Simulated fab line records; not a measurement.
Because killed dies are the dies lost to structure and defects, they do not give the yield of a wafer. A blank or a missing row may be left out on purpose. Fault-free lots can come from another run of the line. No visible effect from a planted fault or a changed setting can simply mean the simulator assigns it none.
fab line records ; flow sky130 ; part 1 of 2: steps 1 to 26 of 36
record: lots: 5; wafers: 15; lastDay: 49
route steps=708 shown VT_ADJUST_LVTN@118 VT_ADJUST_NCORE@119 VT_ADJUST_HVTR@131 VT_ADJUST_PCH@143
lots with no fault: from the same line, run without faults
startH: hours from the record's first day to the start of the lot's first wafer shown ; waitH: how many hours have passed since the lot's step before this one ; " as in the row above ; L1.1+2: one row covering several wafers at once ; - either no value or no given start ; * or withheld: withheld ; < > ~ a bound
route shown NAME@n: NAME is a module with steps in the file, n the number in the route of the first one ; usual: the fault-free wafers' mean and standard deviation ; same: alike in all rows ; chamber/n: place in a boat ; sites: readings site by site ; _std_site: how widely they spread, as a standard deviation ; _edge_site: outer sites' mean less inner sites' ; radiusMm: for every site, how far away it sits from the centre of the wafer ; mask NAME#n: copy n ; behind: the last tool/chamber to shape the wafer ; hold: why the lot was held/for how many hours/how that ended ; device: names the non-switching transistor (n, p or np) ; end of line: tests of these same wafers at the route's end ; step lacking rows: just its recipe ; killed: not the wafer's yield, but the dies lost to structure and defects at the first sort ; map: the dies of a wafer, with x for killed, . for not killed, _ for no die there
set.NAME: the run value of the setting; set.NAME@STEP: its run value at that earlier step ; model.NAME: the simulator's own value behind a step, which no gauge read
certain route steps with their lots: each step a table, each wafer a row
services: the hour from which a tool's chamber was out of use, counted from the record's first day as startH (under 0 if before that day), plus the number of hours and why
== steps ==
step: SKY_VT_ADJUST_LVTN_TW_MEAS_21
usual: VT_ADJUST_LVTN_2_TW: 190.0/1.9
lot.wafer;tool;chamber;startH;waitH;VT_ADJUST_LVTN_2_TW
L075.2;filmMetro-01;-;177.00;0.1;192.8
L075.3;filmMetro-01;-;177.00;0.1;192.3
L075.5;filmMetro-01;-;177.00;0.1;191.4
L082.1;filmMetro-01;-;222.68;0.1;191.3
L082.2;filmMetro-01;-;222.68;0.1;191.1
L082.6;filmMetro-01;-;222.68;0.1;190.1
L087.2;filmMetro-04;-;253.04;0.1;189.9
L087.4;filmMetro-04;-;253.04;0.1;190.1
L087.6;filmMetro-04;-;253.04;0.1;191.3
L092.3;filmMetro-01;-;287.70;0.1;191.9
L092.4;filmMetro-01;-;287.70;0.1;191.1
L092.6;filmMetro-01;-;287.70;0.1;191.9
L094.1;filmMetro-01;-;297.93;0.1;191.2
L094.2;filmMetro-01;-;297.93;0.1;191.6
L094.6;filmMetro-01;-;297.93;0.1;191.5
step: SKY_VT_ADJUST_NCORE_DEHYDRATE_00
recipe: tempC: 200; timeS: 60
usual: chillPlateTempC: 22.98/0.11
lot.wafer;tool;chamber;startH;waitH;chillPlateTempC
L075.2;lithoTrack-02;0;186.80;9.8;22.84
L075.3;lithoTrack-02;0;186.80;9.8;23.09
L075.5;lithoTrack-02;0;186.80;9.8;23.03
L082.1;lithoTrack-01;0;232.45;9.8;23.01
L082.2;lithoTrack-01;0;232.45;9.8;23.12
L082.6;lithoTrack-01;0;232.45;9.8;22.93
L087.2;lithoTrack-01;0;263.73;10.7;22.79
L087.4;lithoTrack-01;0;263.73;10.7;22.96
L087.6;lithoTrack-01;0;263.73;10.7;22.91
L092.3;lithoTrack-04;0;300.23;12.5;23.03
L092.4;lithoTrack-04;0;300.23;12.5;23.11
L092.6;lithoTrack-04;0;300.23;12.5;22.89
L094.1;lithoTrack-04;0;309.73;11.8;22.94
L094.2;lithoTrack-04;0;309.73;11.8;23.04
L094.6;lithoTrack-04;0;309.73;11.8;22.77
step: SKY_VT_ADJUST_NCORE_HMDS_01
recipe: primeTimeS: 60; primeTempC: 120
usual: chillPlateTempC: 23.01/0.1
lot.wafer;tool;chamber;startH;waitH;chillPlateTempC
L075.2;lithoTrack-02;0;186.95;0.1;22.98
L075.3;lithoTrack-02;0;186.95;0.1;22.98
L075.5;lithoTrack-02;0;186.95;0.1;22.84
L082.1;lithoTrack-01;0;232.60;0.1;23.09
L082.2;lithoTrack-01;0;232.60;0.1;23.05
L082.6;lithoTrack-01;0;232.60;0.1;23.09
L087.2;lithoTrack-01;0;263.88;0.1;23.06
L087.4;lithoTrack-01;0;263.88;0.1;23.14
L087.6;lithoTrack-01;0;263.88;0.1;23.00
L092.3;lithoTrack-04;0;300.38;0.1;23.25
L092.4;lithoTrack-04;0;300.38;0.1;22.88
L092.6;lithoTrack-04;0;300.38;0.1;23.12
L094.1;lithoTrack-04;0;309.88;0.1;22.82
L094.2;lithoTrack-04;0;309.88;0.1;23.09
L094.6;lithoTrack-04;0;309.88;0.1;22.95
step: SKY_VT_ADJUST_NCORE_COAT_02
recipe: resist: NOVOLAK; spinRpm: 3000; resistThkNm: 1140
usual: chillPlateTempC: 23.02/0.1
lot.wafer;tool;chamber;startH;waitH;chillPlateTempC
L075.2;lithoTrack-02;0;187.10;0.1;22.96
L075.3;lithoTrack-02;0;187.10;0.1;22.95
L075.5;lithoTrack-02;0;187.10;0.1;23.21
L082.1;lithoTrack-01;0;232.75;0.1;23.00
L082.2;lithoTrack-01;0;232.75;0.1;23.03
L082.6;lithoTrack-01;0;232.75;0.1;23.00
L087.2;lithoTrack-01;0;264.03;0.1;22.96
L087.4;lithoTrack-01;0;264.03;0.1;23.07
L087.6;lithoTrack-01;0;264.03;0.1;22.98
L092.3;lithoTrack-04;0;300.53;0.1;23.09
L092.4;lithoTrack-04;0;300.53;0.1;23.14
L092.6;lithoTrack-04;0;300.53;0.1;23.15
L094.1;lithoTrack-04;0;310.03;0.1;23.02
L094.2;lithoTrack-04;0;310.03;0.1;23.06
L094.6;lithoTrack-04;0;310.03;0.1;22.95
step: SKY_VT_ADJUST_NCORE_SOFTBAKE_03
recipe: tempC: 90; timeS: 60; resist: NOVOLAK
usual: chillPlateTempC: 23.00/0.099
lot.wafer;tool;chamber;startH;waitH;chillPlateTempC
L075.2;lithoTrack-02;0;187.25;0.1;23.12
L075.3;lithoTrack-02;0;187.25;0.1;22.98
L075.5;lithoTrack-02;0;187.25;0.1;22.90
L082.1;lithoTrack-01;0;232.90;0.1;23.07
L082.2;lithoTrack-01;0;232.90;0.1;23.08
L082.6;lithoTrack-01;0;232.90;0.1;23.06
L087.2;lithoTrack-01;0;264.18;0.1;22.96
L087.4;lithoTrack-01;0;264.18;0.1;22.95
L087.6;lithoTrack-01;0;264.18;0.1;23.03
L092.3;lithoTrack-04;0;300.68;0.1;22.80
L092.4;lithoTrack-04;0;300.68;0.1;22.95
L092.6;lithoTrack-04;0;300.68;0.1;23.10
L094.1;lithoTrack-04;0;310.18;0.1;22.95
L094.2;lithoTrack-04;0;310.18;0.1;22.98
L094.6;lithoTrack-04;0;310.18;0.1;23.11
step: SKY_VT_ADJUST_NCORE_EXPOSE_04
recipe: maskId: LVTN_COMPLEMENT_THIN; na: 0.6; sourceShape: conventional; sigmaOuter: 0.6; polarization: unpolarized; targetCdNm: 380; doseMj: 139
lot.wafer;tool;chamber;startH;waitH;mask
L075.2+3+5;ilineStepper-01;0;-;-;LVTN_COMPLEMENT_THIN#0
L082.1+2+6;ilineStepper-01;0;-;-;LVTN_COMPLEMENT_THIN#0
L087.2+4+6;ilineStepper-01;0;-;-;LVTN_COMPLEMENT_THIN#0
L092.3+4+6;ilineStepper-02;0;-;-;LVTN_COMPLEMENT_THIN#0
L094.1+2+6;ilineStepper-01;0;-;-;LVTN_COMPLEMENT_THIN#0
step: SKY_VT_ADJUST_NCORE_PEB_05
recipe: tempC: withheld; timeS: *; resist: NOVOLAK
usual: chillPlateTempC: *
lot.wafer;tool;chamber;startH;waitH;chillPlateTempC
L075.2;lithoTrack-02;0;-;-;*
L075.3;lithoTrack-02;0;-;-;*
L075.5;lithoTrack-02;0;-;-;*
L082.1;lithoTrack-04;0;-;-;*
L082.2;lithoTrack-04;0;-;-;*
L082.6;lithoTrack-04;0;-;-;*
L087.2;lithoTrack-04;0;-;-;*
L087.4;lithoTrack-04;0;-;-;*
L087.6;lithoTrack-04;0;-;-;*
L092.3;lithoTrack-04;0;-;-;*
L092.4;lithoTrack-04;0;-;-;*
L092.6;lithoTrack-04;0;-;-;*
L094.1;lithoTrack-04;0;-;-;*
L094.2;lithoTrack-04;0;-;-;*
L094.6;lithoTrack-04;0;-;-;*
step: SKY_VT_ADJUST_NCORE_DEVELOP_06
recipe: resist: NOVOLAK; developer: TMAH; developTimeS: 60; devTempC: 23
usual: chillPlateTempC: 23.00/0.099
same: developTimeS: 60
lot.wafer;tool;chamber;startH;waitH;chillPlateTempC
L075.2;lithoTrack-02;0;197.65;0.1;22.98
L075.3;lithoTrack-02;0;197.65;0.1;23.09
L075.5;lithoTrack-02;0;197.65;0.1;22.99
L082.1;lithoTrack-04;0;244.94;0.1;22.91
L082.2;lithoTrack-04;0;244.94;0.1;22.93
L082.6;lithoTrack-04;0;244.94;0.1;22.90
L087.2;lithoTrack-04;0;276.21;0.1;23.15
L087.4;lithoTrack-04;0;276.21;0.1;22.95
L087.6;lithoTrack-04;0;276.21;0.1;22.96
L092.3;lithoTrack-04;0;312.93;0.1;23.17
L092.4;lithoTrack-04;0;312.93;0.1;23.17
L092.6;lithoTrack-04;0;312.93;0.1;23.18
L094.1;lithoTrack-04;0;323.68;0.1;23.00
L094.2;lithoTrack-04;0;323.68;0.1;22.94
L094.6;lithoTrack-04;0;323.68;0.1;22.94
step: SKY_VT_ADJUST_NCORE_CD_MEAS_07
recipe: targetCdNm: 380
usual: cdNm: 380.1/2.7
lot.wafer;tool;chamber;startH;waitH;cdNm
L075.2;cdSem-01;-;197.79;0.1;383.3
L075.3;cdSem-01;-;197.79;0.1;380.0
L075.5;cdSem-01;-;197.79;0.1;382.8
L082.1;cdSem-02;-;245.09;0.1;382.5
L082.2;cdSem-02;-;245.09;0.1;383.0
L082.6;cdSem-02;-;245.09;0.1;383.5
L087.2;cdSem-01;-;276.35;0.1;381.2
L087.4;cdSem-01;-;276.35;0.1;379.7
L087.6;cdSem-01;-;276.35;0.1;381.6
L092.3;cdSem-02;-;313.07;0.1;379.0
L092.4;cdSem-02;-;313.07;0.1;378.6
L092.6;cdSem-02;-;313.07;0.1;379.4
L094.1;cdSem-02;-;323.83;0.1;380.0
L094.2;cdSem-02;-;323.83;0.1;380.3
L094.6;cdSem-02;-;323.83;0.1;378.9
step: SKY_VT_ADJUST_NCORE_OVL_MEAS_08
usual: VT_ADJUST_NCORE_OVL: -0.6/1.4
lot.wafer;tool;chamber;startH;waitH;VT_ADJUST_NCORE_OVL[nm]
L075.2;overlay-01;-;197.90;0.1;2.7
L075.3;overlay-01;-;197.90;0.1;0.6
L075.5;overlay-01;-;197.90;0.1;1.1
L082.1;overlay-01;-;245.21;0.1;-0.4
L082.2;overlay-01;-;245.21;0.1;-1.0
L082.6;overlay-01;-;245.21;0.1;0.1
L087.2;overlay-02;-;276.46;0.1;-0.8
L087.4;overlay-02;-;276.46;0.1;-1.5
L087.6;overlay-02;-;276.46;0.1;-2.0
L092.3;overlay-01;-;313.17;0.1;1.3
L092.4;overlay-01;-;313.17;0.1;0.8
L092.6;overlay-01;-;313.17;0.1;-0.6
L094.1;overlay-01;-;323.95;0.1;-2.5
L094.2;overlay-01;-;323.95;0.1;-3.2
L094.6;overlay-01;-;323.95;0.1;-1.9
step: SKY_VT_ADJUST_NCORE_IMPLANT_09
recipe: species: B; energyKev: 10; doseCm2: 2.4e+12; tiltDeg: withheld
usual: beamEnergyKeV: 9.999/0.0031
lot.wafer;tool;chamber;startH;waitH;beamEnergyKeV
L075.2;implanter-01;0;197.95;0.0;10.002
L075.3;implanter-01;0;197.95;0.0;10.002
L075.5;implanter-01;0;197.95;0.0;9.999
L082.1;implanter-03;0;245.24;0.0;10.002
L082.2;implanter-03;0;245.24;0.0;9.996
L082.6;implanter-03;0;245.24;0.0;9.999
L087.2;implanter-01;0;276.52;0.0;10.001
L087.4;implanter-01;0;276.52;0.0;10.000
L087.6;implanter-01;0;276.52;0.0;10.008
L092.3;implanter-02;0;313.24;0.1;9.999
L092.4;implanter-02;0;313.24;0.1;9.998
L092.6;implanter-02;0;313.24;0.1;9.997
L094.1;implanter-03;0;323.99;0.0;10.004
L094.2;implanter-03;0;323.99;0.0;9.998
L094.6;implanter-03;0;323.99;0.0;10.002
step: SKY_VT_ADJUST_NCORE_STRIP_10
recipe: chemistry: O2/N2; powerW: 1400; pressureMtorr: 1500; platenTempC: withheld; o2FlowSccm: 3000; n2FlowSccm: 300; overashFraction: 0.5
usual: drypumpMotorCurrentA: 5.85/0.27; oesProductAu: 0.715/0.0043; stripTimeToEndpointS: 14.18/0.039
lot.wafer;tool;chamber;startH;waitH;drypumpMotorCurrentA;oesProductAu;rfHoursCounterH;stripTimeToEndpointS
L075.2;plasmaAsher-01;0;198.08;0.1;5.59;0.716;51;14.15
L075.3;plasmaAsher-01;0;198.08;0.1;5.62;0.716;-;14.15
L075.5;plasmaAsher-01;1;198.08;0.1;6.04;0.721;-;14.15
L082.1;plasmaAsher-04;1;245.39;0.1;5.55;0.714;46;14.19
L082.2;plasmaAsher-04;0;245.39;0.1;6.18;0.715;46;14.21
L082.6;plasmaAsher-04;0;245.39;0.1;6.19;0.713;-;14.18
L087.2;plasmaAsher-04;0;276.64;0.1;6.20;0.711;49;14.16
L087.4;plasmaAsher-04;0;276.64;0.1;6.21;0.712;-;14.23
L087.6;plasmaAsher-04;0;276.64;0.1;6.21;0.718;-;14.21
L092.3;plasmaAsher-03;1;313.37;0.1;5.66;0.719;-;14.14
L092.4;plasmaAsher-03;0;313.37;0.1;6.11;0.720;-;14.13
L092.6;plasmaAsher-03;0;313.37;0.1;6.12;0.706;-;14.17
L094.1;plasmaAsher-04;1;324.14;0.1;5.55;0.711;54;14.15
L094.2;plasmaAsher-04;0;324.14;0.1;6.16;0.720;54;14.17
L094.6;plasmaAsher-04;0;324.14;0.1;6.17;0.717;-;14.15
step: SKY_VT_ADJUST_NCORE_TW_MEAS_11
usual: VT_ADJUST_NCORE_TW: 222.0/2.1
lot.wafer;tool;chamber;startH;waitH;VT_ADJUST_NCORE_TW
L075.2;filmMetro-02;-;198.19;0.1;218.0
L075.3;filmMetro-02;-;198.19;0.1;217.6
L075.5;filmMetro-02;-;198.19;0.1;217.6
L082.1;filmMetro-03;-;245.49;0.1;221.3
L082.2;filmMetro-03;-;245.49;0.1;222.1
L082.6;filmMetro-03;-;245.49;0.1;222.3
L087.2;filmMetro-03;-;276.75;0.1;220.8
L087.4;filmMetro-03;-;276.75;0.1;221.0
L087.6;filmMetro-03;-;276.75;0.1;222.1
L092.3;filmMetro-03;-;313.46;0.1;223.2
L092.4;filmMetro-03;-;313.46;0.1;223.0
L092.6;filmMetro-03;-;313.46;0.1;223.0
L094.1;filmMetro-01;-;324.24;0.1;221.9
L094.2;filmMetro-01;-;324.24;0.1;222.7
L094.6;filmMetro-01;-;324.24;0.1;224.1
step: SKY_VT_ADJUST_HVTR_DEHYDRATE_00
recipe: tempC: 200; timeS: 60
usual: chillPlateTempC: 23.01/0.12
lot.wafer;tool;chamber;startH;waitH;chillPlateTempC
L075.2;lithoTrack-02;0;208.60;10.4;23.05
L075.3;lithoTrack-02;0;208.60;10.4;23.01
L075.5;lithoTrack-02;0;208.60;10.4;22.92
L082.1;lithoTrack-02;0;256.62;11.1;23.03
L082.2;lithoTrack-02;0;256.62;11.1;23.05
L082.6;lithoTrack-02;0;256.62;11.1;22.94
L087.2;lithoTrack-04;0;288.51;11.7;22.96
L087.4;lithoTrack-04;0;288.51;11.7;23.03
L087.6;lithoTrack-04;0;288.51;11.7;23.08
L092.3;lithoTrack-03;0;325.99;12.5;23.18
L092.4;lithoTrack-03;0;325.99;12.5;23.09
L092.6;lithoTrack-03;0;325.99;12.5;22.99
L094.1;lithoTrack-04;0;336.58;12.3;23.06
L094.2;lithoTrack-04;0;336.58;12.3;23.00
L094.6;lithoTrack-04;0;336.58;12.3;23.05
step: SKY_VT_ADJUST_HVTR_HMDS_01
recipe: primeTimeS: 60; primeTempC: 120
usual: chillPlateTempC: 22.98/0.11
lot.wafer;tool;chamber;startH;waitH;chillPlateTempC
L075.2;lithoTrack-02;0;208.75;0.1;22.77
L075.3;lithoTrack-02;0;208.75;0.1;22.73
L075.5;lithoTrack-02;0;208.75;0.1;22.91
L082.1;lithoTrack-02;0;256.77;0.1;23.08
L082.2;lithoTrack-02;0;256.77;0.1;22.83
L082.6;lithoTrack-02;0;256.77;0.1;23.03
L087.2;lithoTrack-04;0;288.66;0.1;22.84
L087.4;lithoTrack-04;0;288.66;0.1;22.93
L087.6;lithoTrack-04;0;288.66;0.1;22.98
L092.3;lithoTrack-03;0;326.14;0.1;22.97
L092.4;lithoTrack-03;0;326.14;0.1;22.84
L092.6;lithoTrack-03;0;326.14;0.1;23.03
L094.1;lithoTrack-04;0;336.73;0.1;23.09
L094.2;lithoTrack-04;0;336.73;0.1;22.95
L094.6;lithoTrack-04;0;336.73;0.1;22.98
step: SKY_VT_ADJUST_HVTR_COAT_02
recipe: resist: NOVOLAK; spinRpm: 3000; resistThkNm: 1140
usual: chillPlateTempC: 23.02/0.12
lot.wafer;tool;chamber;startH;waitH;chillPlateTempC
L075.2;lithoTrack-02;0;208.90;0.1;23.11
L075.3;lithoTrack-02;0;208.90;0.1;23.09
L075.5;lithoTrack-02;0;208.90;0.1;22.97
L082.1;lithoTrack-02;0;256.92;0.1;23.13
L082.2;lithoTrack-02;0;256.92;0.1;23.03
L082.6;lithoTrack-02;0;256.92;0.1;22.89
L087.2;lithoTrack-04;0;288.81;0.1;23.18
L087.4;lithoTrack-04;0;288.81;0.1;23.03
L087.6;lithoTrack-04;0;288.81;0.1;23.12
L092.3;lithoTrack-03;0;326.29;0.1;23.22
L092.4;lithoTrack-03;0;326.29;0.1;23.10
L092.6;lithoTrack-03;0;326.29;0.1;23.23
L094.1;lithoTrack-04;0;336.88;0.1;23.09
L094.2;lithoTrack-04;0;336.88;0.1;23.18
L094.6;lithoTrack-04;0;336.88;0.1;23.00
step: SKY_VT_ADJUST_HVTR_SOFTBAKE_03
recipe: tempC: 90; timeS: 60; resist: NOVOLAK
usual: chillPlateTempC: 22.99/0.11
lot.wafer;tool;chamber;startH;waitH;chillPlateTempC
L075.2;lithoTrack-02;0;209.05;0.1;23.05
L075.3;lithoTrack-02;0;209.05;0.1;22.93
L075.5;lithoTrack-02;0;209.05;0.1;22.98
L082.1;lithoTrack-02;0;257.07;0.1;22.95
L082.2;lithoTrack-02;0;257.07;0.1;22.99
L082.6;lithoTrack-02;0;257.07;0.1;23.16
L087.2;lithoTrack-04;0;288.96;0.1;23.02
L087.4;lithoTrack-04;0;288.96;0.1;22.88
L087.6;lithoTrack-04;0;288.96;0.1;22.84
L092.3;lithoTrack-03;0;326.44;0.1;22.94
L092.4;lithoTrack-03;0;326.44;0.1;22.89
L092.6;lithoTrack-03;0;326.44;0.1;23.02
L094.1;lithoTrack-04;0;337.03;0.1;23.08
L094.2;lithoTrack-04;0;337.03;0.1;22.87
L094.6;lithoTrack-04;0;337.03;0.1;23.01
step: SKY_VT_ADJUST_HVTR_EXPOSE_04
recipe: maskId: HVTRM; targetCdNm: 380; na: 0.6; sourceShape: conventional; sigmaOuter: 0.6; doseMj: 148.7
lot.wafer;tool;chamber;startH;waitH;mask
L075.2+3+5;ilineStepper-01;0;-;-;HVTRM#0
L082.1+2+6;ilineStepper-02;0;-;-;HVTRM#0
L087.2+4+6;ilineStepper-02;0;-;-;HVTRM#0
L092.3+4+6;ilineStepper-02;0;-;-;HVTRM#0
L094.1+2+6;ilineStepper-01;0;-;-;HVTRM#0
step: SKY_VT_ADJUST_HVTR_PEB_05
recipe: tempC: withheld; timeS: *; resist: NOVOLAK
usual: chillPlateTempC: *
lot.wafer;tool;chamber;startH;waitH;chillPlateTempC
L075.2;lithoTrack-03;0;-;-;*
L075.3;lithoTrack-03;0;-;-;*
L075.5;lithoTrack-03;0;-;-;*
L082.1;lithoTrack-02;0;-;-;*
L082.2;lithoTrack-02;0;-;-;*
L082.6;lithoTrack-02;0;-;-;*
L087.2;lithoTrack-02;0;-;-;*
L087.4;lithoTrack-02;0;-;-;*
L087.6;lithoTrack-02;0;-;-;*
L092.3;lithoTrack-02;0;-;-;*
L092.4;lithoTrack-02;0;-;-;*
L092.6;lithoTrack-02;0;-;-;*
L094.1;lithoTrack-04;0;-;-;*
L094.2;lithoTrack-04;0;-;-;*
L094.6;lithoTrack-04;0;-;-;*
step: SKY_VT_ADJUST_HVTR_DEVELOP_06
recipe: developTimeS: 60; devTempC: 23
usual: chillPlateTempC: 23.01/0.11
same: developTimeS: 60
lot.wafer;tool;chamber;startH;waitH;chillPlateTempC
L075.2;lithoTrack-03;0;220.12;0.1;23.10
L075.3;lithoTrack-03;0;220.12;0.1;23.13
L075.5;lithoTrack-03;0;220.12;0.1;23.02
L082.1;lithoTrack-02;0;269.12;0.1;23.11
L082.2;lithoTrack-02;0;269.12;0.1;23.05
L082.6;lithoTrack-02;0;269.12;0.1;23.05
L087.2;lithoTrack-02;0;301.65;0.1;22.88
L087.4;lithoTrack-02;0;301.65;0.1;22.96
L087.6;lithoTrack-02;0;301.65;0.1;23.18
L092.3;lithoTrack-02;0;338.77;0.1;23.16
L092.4;lithoTrack-02;0;338.77;0.1;23.00
L092.6;lithoTrack-02;0;338.77;0.1;22.92
L094.1;lithoTrack-04;0;350.13;0.1;23.16
L094.2;lithoTrack-04;0;350.13;0.1;23.12
L094.6;lithoTrack-04;0;350.13;0.1;23.06
step: SKY_VT_ADJUST_HVTR_CD_MEAS_07
recipe: targetCdNm: 380
usual: cdNm: 380.1/2.4
lot.wafer;tool;chamber;startH;waitH;cdNm
L075.2;cdSem-01;-;220.26;0.1;379.6
L075.3;cdSem-01;-;220.26;0.1;381.1
L075.5;cdSem-01;-;220.26;0.1;381.9
L082.1;cdSem-01;-;269.27;0.1;379.4
L082.2;cdSem-01;-;269.27;0.1;379.2
L082.6;cdSem-01;-;269.27;0.1;381.8
L087.2;cdSem-02;-;301.79;0.1;379.7
L087.4;cdSem-02;-;301.79;0.1;379.9
L087.6;cdSem-02;-;301.79;0.1;378.8
L092.3;cdSem-01;-;338.91;0.1;382.2
L092.4;cdSem-01;-;338.91;0.1;380.6
L092.6;cdSem-01;-;338.91;0.1;384.1
L094.1;cdSem-02;-;350.28;0.1;377.0
L094.2;cdSem-02;-;350.28;0.1;375.5
L094.6;cdSem-02;-;350.28;0.1;377.3
step: SKY_VT_ADJUST_HVTR_OVL_MEAS_08
usual: VT_ADJUST_HVTR_OVL: -0.3/1.5
lot.wafer;tool;chamber;startH;waitH;VT_ADJUST_HVTR_OVL[nm]
L075.2;overlay-02;-;220.37;0.1;1.2
L075.3;overlay-02;-;220.37;0.1;2.4
L075.5;overlay-02;-;220.37;0.1;1.1
L082.1;overlay-02;-;269.39;0.1;0.9
L082.2;overlay-02;-;269.39;0.1;1.4
L082.6;overlay-02;-;269.39;0.1;0.7
L087.2;overlay-01;-;301.90;0.1;-0.4
L087.4;overlay-01;-;301.90;0.1;-0.3
L087.6;overlay-01;-;301.90;0.1;2.1
L092.3;overlay-01;-;339.00;0.1;-0.9
L092.4;overlay-01;-;339.00;0.1;0.8
L092.6;overlay-01;-;339.00;0.1;-1.5
L094.1;overlay-02;-;350.40;0.1;1.2
L094.2;overlay-02;-;350.40;0.1;1.0
L094.6;overlay-02;-;350.40;0.1;1.5
step: SKY_VT_ADJUST_HVTR_IMPLANT_09
recipe: species: B; energyKev: 10; doseCm2: 2.1e+12; tiltDeg: withheld
usual: beamEnergyKeV: 10.001/0.003
lot.wafer;tool;chamber;startH;waitH;beamEnergyKeV
L075.2;implanter-03;0;220.58;0.2;10.001
L075.3;implanter-03;0;220.58;0.2;10.001
L075.5;implanter-03;0;220.58;0.2;9.9968
L082.1;implanter-03;0;269.43;0.0;9.9972
L082.2;implanter-03;0;269.43;0.0;9.9998
L082.6;implanter-03;0;269.43;0.0;10.001
L087.2;implanter-02;0;301.95;0.0;10.004
L087.4;implanter-02;0;301.95;0.0;10.003
L087.6;implanter-02;0;301.95;0.0;10.002
L092.3;implanter-03;0;339.08;0.1;9.9982
L092.4;implanter-03;0;339.08;0.1;9.9966
L092.6;implanter-03;0;339.08;0.1;10.001
L094.1;implanter-02;0;350.44;0.0;10.003
L094.2;implanter-02;0;350.44;0.0;10.000
L094.6;implanter-02;0;350.44;0.0;10.001
step: SKY_VT_ADJUST_HVTR_STRIP_10
recipe: chemistry: O2/N2; powerW: 1400; pressureMtorr: 1500; platenTempC: withheld; o2FlowSccm: 3000; n2FlowSccm: 300; overashFraction: 0.5
usual: drypumpMotorCurrentA: 5.6/0.49; oesProductAu: 0.716/0.0044; stripTimeToEndpointS: 14.19/0.037
lot.wafer;tool;chamber;startH;waitH;drypumpMotorCurrentA;oesProductAu;rfHoursCounterH;stripTimeToEndpointS
L075.2;plasmaAsher-02;1;220.71;0.1;4.7;0.717;58;14.14
L075.3;plasmaAsher-02;0;220.71;0.1;5.2;0.707;-;14.18
L075.5;plasmaAsher-02;0;220.71;0.1;5.2;0.718;-;14.19
L082.1;plasmaAsher-02;1;269.58;0.1;4.7;0.717;63;14.15
L082.2;plasmaAsher-02;0;269.58;0.1;5.2;0.716;63;14.15
L082.6;plasmaAsher-02;1;269.58;0.1;4.7;0.711;-;14.19
L087.2;plasmaAsher-01;0;302.08;0.1;5.6;0.715;61;14.25
L087.4;plasmaAsher-01;1;302.08;0.1;6.0;0.717;-;14.17
L087.6;plasmaAsher-01;1;302.08;0.1;6.0;0.712;-;14.17
L092.3;plasmaAsher-02;0;339.21;0.1;5.2;0.715;-;14.18
L092.4;plasmaAsher-02;1;339.21;0.1;4.7;0.722;-;14.16
L092.6;plasmaAsher-02;1;339.21;0.1;4.8;0.713;-;14.17
L094.1;plasmaAsher-04;1;350.59;0.1;5.5;0.711;57;14.26
L094.2;plasmaAsher-04;0;350.59;0.1;6.2;0.704;57;14.24
L094.6;plasmaAsher-04;1;350.59;0.1;5.6;0.724;-;14.22
step: SKY_VT_ADJUST_HVTR_TW_MEAS_11
usual: VT_ADJUST_HVTR_TW: 214.4/1
lot.wafer;tool;chamber;startH;waitH;VT_ADJUST_HVTR_TW
L075.2;filmMetro-01;-;220.82;0.1;213.6
L075.3;filmMetro-01;-;220.82;0.1;214.9
L075.5;filmMetro-01;-;220.82;0.1;214.2
L082.1;filmMetro-01;-;269.68;0.1;214.0
L082.2;filmMetro-01;-;269.68;0.1;214.3
L082.6;filmMetro-01;-;269.68;0.1;215.3
L087.2;filmMetro-04;-;302.19;0.1;213.1
L087.4;filmMetro-04;-;302.19;0.1;213.7
L087.6;filmMetro-04;-;302.19;0.1;212.7
L092.3;filmMetro-04;-;339.30;0.1;214.2
L092.4;filmMetro-04;-;339.30;0.1;213.7
L092.6;filmMetro-04;-;339.30;0.1;213.5
L094.1;filmMetro-04;-;350.69;0.1;214.5
L094.2;filmMetro-04;-;350.69;0.1;214.5
L094.6;filmMetro-04;-;350.69;0.1;215.0
step: SKY_VT_ADJUST_PCH_DEHYDRATE_00
recipe: tempC: 200; timeS: 60
usual: chillPlateTempC: 23.00/0.099
lot.wafer;tool;chamber;startH;waitH;chillPlateTempC
L075.2;lithoTrack-01;0;230.93;10.1;23.07
L075.3;lithoTrack-01;0;230.93;10.1;22.82
L075.5;lithoTrack-01;0;230.93;10.1;23.01
L082.1;lithoTrack-01;0;281.50;11.8;22.84
L082.2;lithoTrack-01;0;281.50;11.8;23.02
L082.6;lithoTrack-01;0;281.50;11.8;23.03
L087.2;lithoTrack-03;0;313.92;11.7;23.05
L087.4;lithoTrack-03;0;313.92;11.7;22.95
L087.6;lithoTrack-03;0;313.92;11.7;23.00
L092.3;lithoTrack-01;0;351.55;12.2;22.92
L092.4;lithoTrack-01;0;351.55;12.2;23.03
L092.6;lithoTrack-01;0;351.55;12.2;23.04
L094.1;lithoTrack-03;0;362.94;12.2;22.93
L094.2;lithoTrack-03;0;362.94;12.2;23.14
L094.6;lithoTrack-03;0;362.94;12.2;23.01
